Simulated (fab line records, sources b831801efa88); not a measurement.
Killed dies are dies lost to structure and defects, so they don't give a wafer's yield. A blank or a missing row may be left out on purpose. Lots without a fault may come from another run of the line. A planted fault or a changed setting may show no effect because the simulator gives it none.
Which tool did it? | flow sky130 | 6 lots, 18 wafers sampled, at 2 steps of a route of 708

WHAT THE GAUGES READ, wafer by wafer
SKY_VT_ADJUST_LVTN_OVL_MEAS_07.
lot  | measured     | on         | VT_ADJUST_LVTN_OVL (nm)
L611 | day 7 11:46  | overlay-02 | -0.5 0.5 1.1
L616 | day 8 20:46  | overlay-01 | 0.2 -1.6 -0.2
L618 | day 9 09:55  | overlay-01 | -0.1 0.1 -0.9
L620 | day 9 23:19  | overlay-02 | 177.0 179.1 178.2
L624 | day 11 01:55 | overlay-02 | 178.3 178.6 176.7
L629 | day 12 13:46 | overlay-02 | 0.1 0.5 2.1

WHICH TOOL RAN EACH LOT (tool, then ch and the chambers of the sampled wafers, then the start)
lot  | SKY_VT_ADJUST_LVTN_EXPOSE_04
L611 | iline_stepper-01 ch 0, day 7 01:19
L616 | iline_stepper-02 ch 0, day 8 10:56
L618 | iline_stepper-02 ch 0, day 8 22:29
L620 | iline_stepper-02 ch 0, day 9 12:17
L624 | iline_stepper-02 ch 0, day 10 14:59
L629 | iline_stepper-01 ch 0, day 12 01:38
- SKY_VT_ADJUST_LVTN_EXPOSE_04: exposes mask NWM COMPLEMENT LESS NATIVE, target cd 840 nm.

THE ANSWER, worked out from the rows above alone
Rule: what is usual is taken from the lots themselves. Put in order of their means at a reading, lots are off if they are a third of the lots or fewer, leave a main group of 4 or more, and stand apart from it by a gap of 3 or more times the standard deviation of the main group's means; of several such gaps the widest counts. A main group whose means are all the same, to the digits that the tables above print for the reading, isn't used. A lot without any number at a reading at which 4 lots or more have one is off too. The other lots that the step has rows for count as sound.
Off: L620, L624, at SKY_VT_ADJUST_LVTN_OVL_MEAS_07 (VT_ADJUST_LVTN_OVL). The main group: mean 0.1 nm, standard deviation 0.56.
A tool fits if, at a process step before that reading, it ran every lot that is off, and no sound lot after the first of them. The gauges at SKY_VT_ADJUST_LVTN_OVL_MEAS_07 are tried like those tools. One fits: iline_stepper-02 at SKY_VT_ADJUST_LVTN_EXPOSE_04. Its last sound lot is L618 (day 8 22:29), its first lot that is off L620 (day 9 12:17): a fault that began between those two fits.

WHAT THE SIMULATOR HAD PUT IN
Scanner matching overlay: iline_stepper-02, from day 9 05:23 on, at SKY_VT_ADJUST_LVTN_EXPOSE_04. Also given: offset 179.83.
Lots struck among those shown: L620, L624. The rule above found the same.
